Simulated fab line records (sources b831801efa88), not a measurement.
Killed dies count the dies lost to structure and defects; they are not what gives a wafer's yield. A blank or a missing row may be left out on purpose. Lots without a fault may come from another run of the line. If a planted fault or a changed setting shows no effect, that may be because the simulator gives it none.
One fault through the eyes of 2 desks | flow sky130 | each desk has only its own numbers; what lay behind them comes last

== TOOL OWNER'S DESK, plasma asher-04 ==
The tool's own readings at SKY_CONTACT_STRIP_19 (strips in O2/N2): means of the sampled wafers that have a number, for each lot that ran on this tool. Marked OUT: a lot whose mean sits more than 4 standard deviations from the usual mean, which makes it out of limits; the brackets give that distance.
Columns: A = drypump motor current A at SKY_CONTACT_STRIP_19, usual 5.8 A; B = oes product au at SKY_CONTACT_STRIP_19, usual 0.381 a.u.; C = strip time to endpoint s at SKY_CONTACT_STRIP_19, usual 3.618 s
lot  | first seen here | A   | B     | C
L688 | day 32 07:02    | 6.1 | 0.381 | 3.670
L694 | day 34 03:14    | 6.0 | 0.381 | 3.621
L699 | day 36 00:00    | 6.1 | 0.383 | 3.640
L701 | day 36 05:11    | 6.0 | 0.382 | 3.634
L702 | day 36 09:19    | 5.9 | 0.383 | 3.596
This desk's finding: nothing out of limits on any of the 5 lots.

== AT THE METROLOGY DESK ==
What the gauges read for every lot (on any tool): the sampled wafers with a number, averaged. Marked OUT: a lot whose mean sits more than 4 standard deviations from the usual mean, which makes it out of limits; the brackets give that distance.
Columns: A = METAL2_ALCU_RS at SKY_METAL2_RS_MEAS_05, usual 0.1268 ohm/sq; B = VIA2_BOW at SKY_VIA2_BOW_MEAS_03, usual 84 um; C = cd nm at SKY_VIA2_CD_MEAS_12, usual 199.6 nm
lot  | first seen here | A      | B  | C
L688 | day 34 16:55    | 0.1254 | 80 | 199.0
L689 | day 35 03:41    | 0.1262 | 75 | 198.6
L690 | day 35 08:56    | 0.1279 | 84 | 199.8
L691 | day 35 11:10    | 0.1280 | 81 | 197.4
L692 | day 35 21:39    | 0.1263 | 88 | 202.2
L694 | day 36 13:01    | 0.1295 | 91 | 199.0
L695 | day 36 19:18    | 0.1271 | 83 | 200.0
L700 | day 38 06:54    | 0.1260 | 82 | 200.2
L699 | day 38 07:29    | 0.1270 | 76 | 199.9
L701 | day 38 13:53    | 0.1259 | 91 | 200.0
L702 | day 38 15:53    | 0.1252 | 86 | 199.5
L706 | day 39 13:34    | 0.1270 | 82 | 199.5
L710 | day 40 14:32    | 0.1259 | 81 | 200.6
This desk's finding: nothing out of limits on any of the 13 lots.

== PUT TOGETHER ==
The desk of the tool owner found nothing out of limits.
Nothing out of limits was seen by the metrology desk.

== WHAT HAD BEEN PUT IN BY THE SIMULATOR ==
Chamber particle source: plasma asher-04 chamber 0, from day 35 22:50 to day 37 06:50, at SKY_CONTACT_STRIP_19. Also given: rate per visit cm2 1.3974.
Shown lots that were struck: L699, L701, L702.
